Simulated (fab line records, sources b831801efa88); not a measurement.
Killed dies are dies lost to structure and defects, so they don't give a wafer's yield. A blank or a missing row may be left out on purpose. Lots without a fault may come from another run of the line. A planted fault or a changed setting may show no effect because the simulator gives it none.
One fault seen from 2 desks | flow sky130 | each desk has only its own numbers; what lay behind them comes last

THE METROLOGY DESK
What the gauges read, lot by lot, whatever tool the lot ran on: means of the sampled wafers that have a number. A lot is out of limits, marked OUT, if its mean lies more than 4 standard deviations from the usual mean; the brackets give that distance.
Columns: A = LDD_P_TW at SKY_LDD_P_TW_MEAS_11, usual 630; B = LDD_HVN_OVL at SKY_LDD_HVN_OVL_MEAS_07, usual -0.1 nm; C = POLY_CUT_OVL at SKY_POLY_CUT_OVL_MEAS_09, usual -5 nm
lot  | first seen here | A              | B    | C
L588 | day 19 08:15    | 638            | -1.3 | -1
L589 | day 19 14:26    | 626            | 1.4  | -5
L590 | day 19 22:37    | 636            | -0.8 | 1
L591 | day 20 13:08    | 627            | 1.4  | -3
L595 | day 22 03:09    | 630            | 0.1  | -2
L598 | day 23 06:32    | 630            | 1.6  | -5
L599 | day 23 12:52    | 626            | -1.3 | -4
L600 | day 23 21:56    | 605 (-6.3) OUT | -1.5 | -6
L601 | day 24 05:35    | 597 (-8.2) OUT | 0.5  | -9
L602 | day 24 10:55    | 624            | 0.4  | -3
L609 | day 27 01:08    | 634            | -0.0 | -3
L610 | day 27 07:24    | 627            | -0.6 | -5
This desk's finding: out of limits on L600, L601; first on L600, day 23 21:56 (LDD_P_TW at SKY_LDD_P_TW_MEAS_11). In limits: L588, L589, L590, L591, L595, L598, L599, L602, L609, L610.

THE TOOL OWNER'S DESK: implanter-04
The tool's own readings at SKY_LDD_P_IMPLANT_09: means of the sampled wafers that have a number, for each lot that ran on this tool. A lot is out of limits, marked OUT, if its mean lies more than 4 standard deviations from the usual mean; the brackets give that distance.
Columns: A = dose_ions_cm2 at SKY_LDD_P_IMPLANT_09, usual 9.998e+12; B = end_station_pressure_torr at SKY_LDD_P_IMPLANT_09, usual 5.07e-06 Torr; C = faraday_current_uA at SKY_LDD_P_IMPLANT_09, usual 56.4
lot  | first seen here | A                           | B        | C
L589 | day 19 14:12    | 9.995e+12                   | 5.32e-06 | 56.6
L590 | day 19 22:25    | 1.000e+13                   | 5.03e-06 | 56.2
L595 | day 22 02:56    | 9.991e+12                   | 5.12e-06 | 56.4
L600 | day 23 21:41    | 8.617e+12 (-99 or more) OUT | 5.04e-06 | 48.3 (-7.3) OUT
L601 | day 24 05:20    | 8.620e+12 (-99 or more) OUT | 5.04e-06 | 48.5 (-7.2) OUT
This desk's finding: out of limits on L600, L601; first on L600, day 23 21:41 (dose_ions_cm2 at SKY_LDD_P_IMPLANT_09). In limits: L589, L590, L595.

PUT TOGETHER
The tool owner's desk could have raised an alarm at day 23 21:41, on L600, L601.
The metrology desk could have raised an alarm at day 23 21:56, on L600, L601.
Of the lots named, all ran SKY_LDD_P_IMPLANT_09 on implanter-04.

WHAT THE SIMULATOR HAD PUT IN
Process parameter drift: implanter-04, from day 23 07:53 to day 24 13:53, at SKY_LDD_P_IMPLANT_09. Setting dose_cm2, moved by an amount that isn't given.
Lots struck among those shown: L600, L601.
Hours from the fault's start to each desk's first reading out of limits: the tool owner's desk, 14; the metrology desk, 14.
